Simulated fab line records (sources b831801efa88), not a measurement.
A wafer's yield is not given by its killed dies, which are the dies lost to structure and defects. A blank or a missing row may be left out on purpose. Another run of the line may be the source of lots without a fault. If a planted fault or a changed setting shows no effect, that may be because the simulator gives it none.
What tool caused it? + flow sky130 + 35 wafers from 12 lots sampled at 5 of the route's 708 steps

== WHAT EACH GAUGE READ, for each wafer ==
SKY_VIA3_OVL_MEAS_13. Usual: for VIA3_OVL the level is 1 nm and the standard deviation is 6.3.
| lot  | measured     | on         | VIA3_OVL (nm) | flag |
|------|--------------|------------|---------------|------|
| L448 | day 40 00:29 | overlay-02 | 2 -2 -8       |      |
| L450 | day 40 15:23 | overlay-01 | 6 -1 5        |      |
| L451 | day 40 22:32 | overlay-01 | -3 -17 -6     |      |
| L452 | day 41 03:44 | overlay-01 | 3 -3 3        |      |
| L453 | day 41 09:05 | overlay-01 | 7 6 9         |      |
| L454 | day 41 23:29 | overlay-02 | -8 -11 -9     |      |
| L456 | day 42 13:34 | overlay-02 | 0 -1 3        |      |
| L457 | day 42 20:44 | overlay-02 | -1 -4 -1      |      |
| L458 | day 43 07:38 | overlay-01 | 14 21 8       |      |
| L463 | day 44 14:18 | overlay-01 | -7 -5 -1      |      |
| L464 | day 44 16:29 | overlay-01 | 2 -5 -7       |      |
| L467 | day 45 14:28 | overlay-01 | -8 -3         |      |

SKY_CAP2M_OVL_MEAS_12. Usual: for CAP2M_OVL the level is 0.2 nm and the standard deviation is 1.5.
| lot  | measured     | on         | CAP2M_OVL (nm) | flag |
|------|--------------|------------|----------------|------|
| L448 | day 41 03:16 | overlay-02 | 0.9 2.6 0.2    |      |
| L450 | day 41 17:49 | overlay-01 | 0.1 -0.9 -0.2  |      |
| L451 | day 42 01:01 | overlay-01 | 2.0 0.7 0.9    |      |
| L452 | day 42 05:53 | overlay-02 | 1.7 1.2 1.2    |      |
| L453 | day 42 10:34 | overlay-01 | 2.5 1.2 2.4    |      |
| L454 | day 43 00:58 | overlay-01 | 2.6 2.5 1.4    |      |
| L456 | day 43 14:32 | overlay-01 | 0.3 1.9 -0.7   |      |
| L457 | day 43 20:58 | overlay-02 | 0.7 -0.8 0.5   |      |
| L458 | day 44 07:34 | overlay-02 | -1.9 -0.1 0.2  |      |
| L463 | day 45 13:47 | overlay-02 | -0.3 0.6 -1.4  |      |
| L464 | day 45 15:19 | overlay-02 | -2.1 -0.7 -3.0 |      |
| L467 | day 46 12:58 | overlay-01 | -0.5 -2.1      |      |

SKY_VIA4_THK_MEAS_01. Usual: for VIA4_HDPCVD_THK the level is 1752 nm and the standard deviation is 17.
| lot  | measured     | on           | VIA4_HDPCVD_THK (nm) | flag |
|------|--------------|--------------|----------------------|------|
| L448 | day 42 06:55 | filmMetro-02 | 1761 1774 1769       |      |
| L450 | day 42 19:01 | filmMetro-04 | 1752 1775 1776       |      |
| L451 | day 43 02:31 | filmMetro-02 | 1731 1772 1746       |      |
| L452 | day 43 07:11 | filmMetro-04 | 1741 1765 1746       |      |
| L453 | day 43 11:49 | filmMetro-04 | 1753 1754 1733       |      |
| L454 | day 44 01:47 | filmMetro-02 | 1736 1714 1761       |      |
| L456 | day 44 14:43 | filmMetro-01 | 1759 1778 1753       |      |
| L457 | day 44 21:29 | filmMetro-04 | 1761 1769 1773       |      |
| L458 | day 45 17:34 | filmMetro-02 | 1714 1733 1712       |      |
| L463 | day 46 13:43 | filmMetro-01 | 1740 1709 1728       |      |
| L464 | day 46 14:36 | filmMetro-01 | 1741 1726 1394       | OFF  |
| L467 | day 47 11:21 | filmMetro-01 | 1756 1430            | OFF  |

== WHICH TOOL RAN EACH LOT (tool, then ch and the chambers of the sampled wafers, then the start) ==
| lot  | SKY_METAL4_METAL_ETCH_18         | SKY_VIA4_HDPCVD_00               |
|------|----------------------------------|----------------------------------|
| L448 | rieMetal-01 ch 0, day 42 05:25   | hdpcvd-01 ch 0,1,2, day 42 06:44 |
| L450 | rieMetal-04 ch 0,1, day 42 17:58 | hdpcvd-01 ch 0,2, day 42 18:44   |
| L451 | rieMetal-04 ch 0,1, day 43 01:34 | hdpcvd-02 ch 0,1,2, day 43 02:20 |
| L452 | rieMetal-04 ch 0,1, day 43 06:13 | hdpcvd-01 ch 0,1, day 43 06:59   |
| L453 | rieMetal-04 ch 0,1, day 43 10:52 | hdpcvd-02 ch 0,2, day 43 11:38   |
| L454 | rieMetal-04 ch 0,1, day 44 00:49 | hdpcvd-02 ch 0,2, day 44 01:35   |
| L456 | rieMetal-01 ch 0,1, day 44 13:46 | hdpcvd-01 ch 0,2, day 44 14:32   |
| L457 | rieMetal-03 ch 0,1, day 44 20:28 | hdpcvd-01 ch 0,2, day 44 21:19   |
| L458 | rieMetal-04 ch 0,1, day 45 16:38 | hdpcvd-02 ch 0,2, day 45 17:23   |
| L463 | rieMetal-03 ch 1, day 46 12:29   | hdpcvd-02 ch 0,1,2, day 46 13:31 |
| L464 | rieMetal-03 ch 1, day 46 13:29   | hdpcvd-02 ch 1,2, day 46 14:25   |
| L467 | rieMetal-01 ch 0,1, day 47 10:19 | hdpcvd-02 ch 1,2, day 47 11:10   |
- SKY_METAL4_METAL_ETCH_18: etches the open film in Cl2/BCl3, stops on SiO2, target depth 845 nm, time 183.1 s.
- SKY_VIA4_HDPCVD_00: deposits SiO2, target thk 1750 nm, time 291.7 s.

== WHAT THE TOOLS THEMSELVES READ (means of the sampled wafers that have a number; where no wafer has one, the mark that the record gives instead) ==
SKY_METAL4_METAL_ETCH_18. Usual: drypumpMotorCurrentA 5.6 A, standard deviation 0.36; oesProductAu 0.865 a.u., standard deviation 0.0061; rfFwdPowerW 896.9 W, standard deviation 2.6; throttleValvePct 22.264 %, standard deviation 0.0091.
| lot  | tool        | drypumpMotorCurrentA (A) | oesProductAu (a.u.) | rfFwdPowerW (W) | throttleValvePct (%) | flag |
|------|-------------|--------------------------|---------------------|-----------------|----------------------|------|
| L448 | rieMetal-01 | 5.7                      | 0.868               | 900.7           | 22.268               |      |
| L450 | rieMetal-04 | 5.3                      | 0.862               | 896.9           | 22.268               |      |
| L451 | rieMetal-04 | 5.3                      | 0.866               | 895.6           | 22.265               |      |
| L452 | rieMetal-04 | 5.3                      | 0.876               | 897.4           | 22.261               |      |
| L453 | rieMetal-04 | 5.4                      | 0.861               | 895.4           | 22.267               |      |
| L454 | rieMetal-04 | 5.4                      | 0.859               | 895.3           | 22.267               |      |
| L456 | rieMetal-01 | 5.8                      | 0.858               | 897.6           | 22.262               |      |
| L457 | rieMetal-03 | 5.8                      | 0.865               | 896.9           | 22.260               |      |
| L458 | rieMetal-04 | 5.3                      | 0.867               | 893.3           | 22.269               |      |
| L463 | rieMetal-03 | 6.3                      | 0.872               | 895.9           | 22.258               |      |
| L464 | rieMetal-03 | 6.3                      | 0.861               | 896.9           | 22.256               |      |
| L467 | rieMetal-01 | 5.8                      | 0.865               | 898.9           | 22.258               |      |

SKY_VIA4_HDPCVD_00. Usual: pressureMtorr 6.000 mTorr, standard deviation 0.012; runLengthS 319.5 s, standard deviation 0.58; susceptorTempC 400.02 C, standard deviation 0.23.
| lot  | tool      | pressureMtorr (mTorr) | runLengthS (s) | susceptorTempC (C) | flag |
|------|-----------|-----------------------|----------------|--------------------|------|
| L448 | hdpcvd-01 | 5.992                 | 320.0          | 399.88             |      |
| L450 | hdpcvd-01 | 6.001                 | 320.0          | 399.86             |      |
| L451 | hdpcvd-02 | 5.998                 | 318.9          | 400.15             |      |
| L452 | hdpcvd-01 | 5.992                 | 319.5          | 400.15             |      |
| L453 | hdpcvd-02 | 6.000                 | 319.3          | 400.21             |      |
| L454 | hdpcvd-02 | 5.994                 | 319.3          | 400.12             |      |
| L456 | hdpcvd-01 | 5.992                 | 319.7          | 400.08             |      |
| L457 | hdpcvd-01 | 6.000                 | 319.9          | 399.70             |      |
| L458 | hdpcvd-02 | 5.995                 | 319.7          | 400.09             |      |
| L463 | hdpcvd-02 | 6.009                 | 319.1          | 400.18             |      |
| L464 | hdpcvd-02 | 6.011                 | 301.7          | 399.83             | OFF  |
| L467 | hdpcvd-02 | 5.999                 | 293.0          | 399.95             | OFF  |

== THE ANSWER, worked out from the rows above alone ==
Rule: take the mean of a lot's wafers that have a number; if it is more than 3 standard deviations from the usual mean, the lot is off. A lot without any number at a reading at which 4 lots or more have one is off too. Any other lot the step has rows for is counted as sound. The gauges are gone through in route order, then the tools' own readings, and for those a lot's mean is taken as printed above. At the first step where some lot is off, the reading lying furthest off is the one used; lots without a number count as furthest.
Off: L464, L467, at SKY_VIA4_THK_MEAS_01 (VIA4_HDPCVD_THK).
A tool fits if, at a process step before that reading, it ran every lot that is off, and no sound lot after the first of them. The gauges at SKY_VIA4_THK_MEAS_01 aren't tried: what is off there is off at SKY_VIA4_HDPCVD_00 too, on other tools, and a gauge's error can't cause that. One candidate fits, namely hdpcvd-02 at SKY_VIA4_HDPCVD_00. Its last sound lot is L463 (day 46 13:31), its first lot that is off L464 (day 46 14:25): a fault that began between those two fits.
On the lots that are off, the tool's own readings at SKY_VIA4_HDPCVD_00 differ by more than 5 times the standard deviation of the sound lots' means, which bears it out; runLengthS reads 297.4 s there versus 319.5 s on the sound lots.

== WHAT WAS PUT IN BY THE SIMULATOR ==
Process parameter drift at SKY_VIA4_HDPCVD_00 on hdpcvd-02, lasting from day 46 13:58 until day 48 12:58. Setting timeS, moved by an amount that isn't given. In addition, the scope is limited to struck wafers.
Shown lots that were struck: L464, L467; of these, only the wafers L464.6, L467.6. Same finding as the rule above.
